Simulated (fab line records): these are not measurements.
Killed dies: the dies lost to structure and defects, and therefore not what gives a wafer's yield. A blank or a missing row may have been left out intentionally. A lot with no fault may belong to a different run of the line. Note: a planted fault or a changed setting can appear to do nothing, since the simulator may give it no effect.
Matching of chambers | flow sky130 | cmp-02 running SKY_LI_CONTACT_CMP_24: 4 sister chambers
The step polishes, stops on PSG, t overpolish 20 s, target thk 0 nm. 8 wafers are shown with their chamber, then 11 later ones without.

## WAFERS WITH THEIR CHAMBER
wafer  | chamber | motor_current_A (A) | time_to_endpoint_s (s)
L085.1 | 1       | 11.1                | 98
L085.6 | 2       | 10.5                | 99
L086.2 | 2       | 10.8                | 99
L086.5 | 0       | 9.4                 | 99
L087.2 | 1       | 11.6                | 98
L087.4 | 3       | 10.7                | 98
L087.5 | 3       | 11.2                | 100
L088.1 | 0       | 9.5                 | 102

## WAFERS WITH NO CHAMBER GIVEN
wafer  | motor_current_A (A) | time_to_endpoint_s (s)
L088.3 | 10.5                | 97
L088.4 | 11.4                | 95
L094.1 | 9.2                 | 97
L094.2 | 11.9                | 89
L094.6 | 8.8                 | 96
L095.1 | 9.3                 | 100
L095.2 | 11.2                | 102
L095.3 | 11.6                | 93
L097.3 | 9.4                 | 96
L097.4 | 11.0                | 97
L097.5 | 10.7                | 95

## CHAMBER TAKEN BY EACH
wafer  | from the rows above          | in truth
L088.3 | can't be placed: 2 or 3 or 1 | 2
L088.4 | can't be placed: 1 or 3 or 2 | 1
L094.1 | 0                            | 0
L094.2 | can't be placed: 1 or 3 or 2 | 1
L094.6 | 0                            | 0
L095.1 | 0                            | 0
L095.2 | can't be placed: 3 or 2 or 1 | 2
L095.3 | can't be placed: 1 or 3 or 2 | 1
L097.3 | can't be placed: 0 or 2      | 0
L097.4 | can't be placed: 1 or 3 or 2 | 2
L097.5 | can't be placed: 2 or 3 or 1 | 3
3 of 11 placed correctly. These rows do not allow placing 8 (true chamber among the candidates in 8). 0 placed wrongly.
How it was worked out, from the rows above alone: a wafer's distance from a chamber is the root of the sum, over the readings, of the square of ((its reading less the chamber's mean) divided by the reading's scatter). If the next closest chamber is less than 2 further off than the closest, the wafer can't be placed; otherwise it belongs to the closest. For every chamber, the mean is computed from those of its wafers that are shown. The scatter is the square root of a quotient: the sum, over the shown wafers, of each reading's squared deviation from its chamber's mean, divided by wafers minus chambers.
